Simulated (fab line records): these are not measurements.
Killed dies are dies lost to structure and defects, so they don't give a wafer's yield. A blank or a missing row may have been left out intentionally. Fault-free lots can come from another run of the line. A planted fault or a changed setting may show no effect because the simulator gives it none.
Which tool is to blame? | flow gf180mcu | Sampling: 14 lots, 42 wafers, 4 of 602 route steps

## WHAT THE GAUGES READ, wafer by wafer
GF_DUAL_GATE_OVL_MEAS_11. Usual: for DUAL_GATE_OVL the level is 0.9 nm and the standard deviation is 1.7.
lot  | measured     | on         | DUAL_GATE_OVL (nm) | flag
L121 | day 8 07:37  | overlay-01 | -0.3 0.6 -1.3      |
L122 | day 8 12:35  | overlay-02 | 1.5 2.8 0.4        |
L123 | day 9 01:34  | overlay-01 | 4.6 4.4 2.7        |
L125 | day 9 11:42  | overlay-02 | 0.2 1.4 0.5        |
L126 | day 9 18:25  | overlay-02 | 0.0 3.4 1.1        |
L127 | day 10 03:45 | overlay-02 | 2.2 2.0 1.0        |
L128 | day 10 09:07 | overlay-02 | 4.3 4.6 3.0        |
L129 | day 10 15:47 | overlay-02 | -1.6 -1.0 -2.1     |
L130 | day 10 20:56 | overlay-01 | 1.7 1.3 1.1        |
L137 | day 13 01:09 | overlay-02 | -0.8 0.6 -0.1      |
L138 | day 13 05:19 | overlay-01 | -0.3 1.0 -1.2      |
L141 | day 14 04:55 | overlay-01 | -1.0 -0.2 -0.2     |
L142 | day 14 10:42 | overlay-02 | 2.3 0.1 1.1        |
L143 | day 14 21:12 | overlay-02 | 0.3 1.1 1.6        |

GF_SAB_CD_MEAS_09 targets a cd of 420 nm. Usual: cd nm at 420.2 nm, with a standard deviation of 2.5.
lot  | measured     | on        | cd nm (nm)        | flag
L121 | day 15 03:56 | cd sem-02 | 420.6 419.6 420.6 |
L122 | day 15 10:12 | cd sem-01 | 422.8 420.4 419.3 |
L123 | day 15 21:58 | cd sem-01 | 423.3 423.2 425.6 |
L125 | day 16 14:41 | cd sem-02 | 422.4 420.8 422.1 |
L126 | day 17 02:37 | cd sem-01 | 424.1 424.4 422.5 |
L127 | day 17 08:43 | cd sem-01 | 420.8 420.7 420.7 |
L128 | day 18 01:16 | cd sem-01 | 422.0 421.4 422.6 |
L129 | day 18 06:17 | cd sem-02 | 420.2 417.8 416.5 |
L130 | day 18 12:23 | cd sem-01 | 419.1 420.2 423.1 |
L137 | day 20 23:29 | cd sem-01 | 423.8 424.0 422.2 |
L138 | day 21 09:10 | cd sem-01 | 415.6 415.4 418.1 |
L141 | day 22 08:22 | cd sem-02 | 422.5 421.2 420.4 |
L142 | day 22 15:01 | cd sem-02 | 421.6 422.7 421.2 |
L143 | day 23 00:31 | cd sem-01 | 419.8 421.8 422.3 |

## TOOL THAT RAN EACH LOT (tool first, then ch and the chambers of the sampled wafers, then the start)
lot  | GF_HV_LDD_IMPLANT_35            | GF_SAB_CVD_00
L121 | implanter-01 ch 0, day 11 14:10 | pecvd-03 ch 0,1,2, day 14 06:53
L122 | implanter-04 ch 0, day 11 20:18 | pecvd-01 ch 0,2, day 14 13:15
L123 | implanter-01 ch 0, day 12 06:54 | pecvd-04 ch 0,2, day 15 00:11
L125 | implanter-01 ch 0, day 12 21:31 | pecvd-03 ch 0,1,2, day 15 16:11
L126 | implanter-01 ch 0, day 13 08:04 | pecvd-04 ch 1,2, day 16 05:07
L127 | implanter-02 ch 0, day 13 14:21 | pecvd-04 ch 0,1, day 16 10:29
L128 | implanter-01 ch 0, day 14 01:54 | pecvd-04 ch 0,1,2, day 17 01:50
L129 | implanter-04 ch 0, day 14 08:45 | pecvd-03 ch 0,1,2, day 17 07:08
L130 | implanter-04 ch 0, day 14 13:21 | pecvd-03 ch 0,1,2, day 17 12:29
L137 | implanter-02 ch 0, day 16 20:52 | pecvd-01 ch 0,1, day 19 23:42
L138 | implanter-02 ch 0, day 17 02:46 | pecvd-01 ch 0,1,2, day 20 08:53
L141 | implanter-01 ch 0, day 18 04:34 | pecvd-04 ch 0,1,2, day 21 09:44
L142 | implanter-01 ch 0, day 18 10:23 | pecvd-03 ch 0,1, day 21 15:16
L143 | implanter-04 ch 0, day 18 21:32 | pecvd-01 ch 1,2, day 22 01:00
- GF_HV_LDD_IMPLANT_35
- GF_SAB_CVD_00: deposits SiO2 from TEOS, target thk 50 nm, time 4.9302 s.

## WHAT THE TOOLS THEMSELVES READ (means of the sampled wafers that have a number; where no wafer has one, the mark that the record gives instead)
GF_HV_LDD_IMPLANT_35. Usual: beam energy keV 59.998, standard deviation 0.019; dose ions cm2 7.5e+12, standard deviation 7.9e+09; faraday current uA 42.3, standard deviation 0.79.
lot  | tool         | beam energy keV | dose ions cm2 | faraday current uA | flag
L121 | implanter-01 | 60.021          | 7.5e+12       | 42.7               |
L122 | implanter-04 | 60.013          | 7.5e+12       | 42.2               |
L123 | implanter-01 | 60.031          | 7.5e+12       | 42.5               |
L125 | implanter-01 | 59.994          | 7.5e+12       | 41.5               |
L126 | implanter-01 | 59.990          | 7.5e+12       | 42.3               |
L127 | implanter-02 | 60.020          | 7.5e+12       | 42.6               |
L128 | implanter-01 | 59.983          | 7.5e+12       | 42.6               |
L129 | implanter-04 | 59.972          | 7.5e+12       | 42.0               |
L130 | implanter-04 | 60.001          | 7.5e+12       | 42.0               |
L137 | implanter-02 | 60.002          | 8.0e+12       | 45.4               | OFF
L138 | implanter-02 | 59.988          | 8.0e+12       | 44.7               | OFF
L141 | implanter-01 | 60.012          | 7.5e+12       | 41.2               |
L142 | implanter-01 | 59.994          | 7.5e+12       | 42.6               |
L143 | implanter-04 | 59.983          | 7.5e+12       | 41.2               |

GF_SAB_CVD_00. Usual: heater power w at 667 W, with a standard deviation of 92.
lot  | tool     | heater power w (W) | flag
L121 | pecvd-03 | 636                |
L122 | pecvd-01 | 649                |
L123 | pecvd-04 | 754                |
L125 | pecvd-03 | 579                |
L126 | pecvd-04 | 668                |
L127 | pecvd-04 | 697                |
L128 | pecvd-04 | 708                |
L129 | pecvd-03 | 639                |
L130 | pecvd-03 | 587                |
L137 | pecvd-01 | 595                |
L138 | pecvd-01 | 670                |
L141 | pecvd-04 | 727                |
L142 | pecvd-03 | 591                |
L143 | pecvd-01 | 679                |

## THE ANSWER, worked out from the rows above alone
Rule: lot off if the mean of its wafers having a number is beyond 3 standard deviations from the usual mean. Also off: a lot with no number at a reading for which 4 or more lots have one. Any other lot the step has rows for is counted as sound. Order of review: gauges by route order, followed by the tools' own readings, for which a lot's mean as printed above is used. The first step at which some lot is off is used, and at that step the reading that is off furthest; a lot without a number counts as furthest.
Off: L137, L138 (GF_HV_LDD_IMPLANT_35, dose ions cm2).
If a tool, at that step or one of the process steps before it, ran each lot that is off and ran no sound lot following the first of them, it fits. One fits: implanter-02 at GF_HV_LDD_IMPLANT_35. A fault onset in the window from L127 (day 13 14:21, its last sound lot) to L137 (day 16 20:52, its first lot off) fits.
The tool's own readings at GF_HV_LDD_IMPLANT_35 bear it out: on the lots that are off they differ by more than 5 times the standard deviation of the sound lots' means. dose ions cm2 reads 8.0e+12 there against 7.5e+12 on the sound lots; faraday current uA reads 45.0 there against 42.1 on the sound lots.

## WHAT THE SIMULATOR PUT IN
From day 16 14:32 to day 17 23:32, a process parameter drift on implanter-02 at GF_HV_LDD_IMPLANT_35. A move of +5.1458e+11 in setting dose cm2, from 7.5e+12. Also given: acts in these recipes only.
Struck lots among those shown: L137, L138. The rule above reached the same finding.
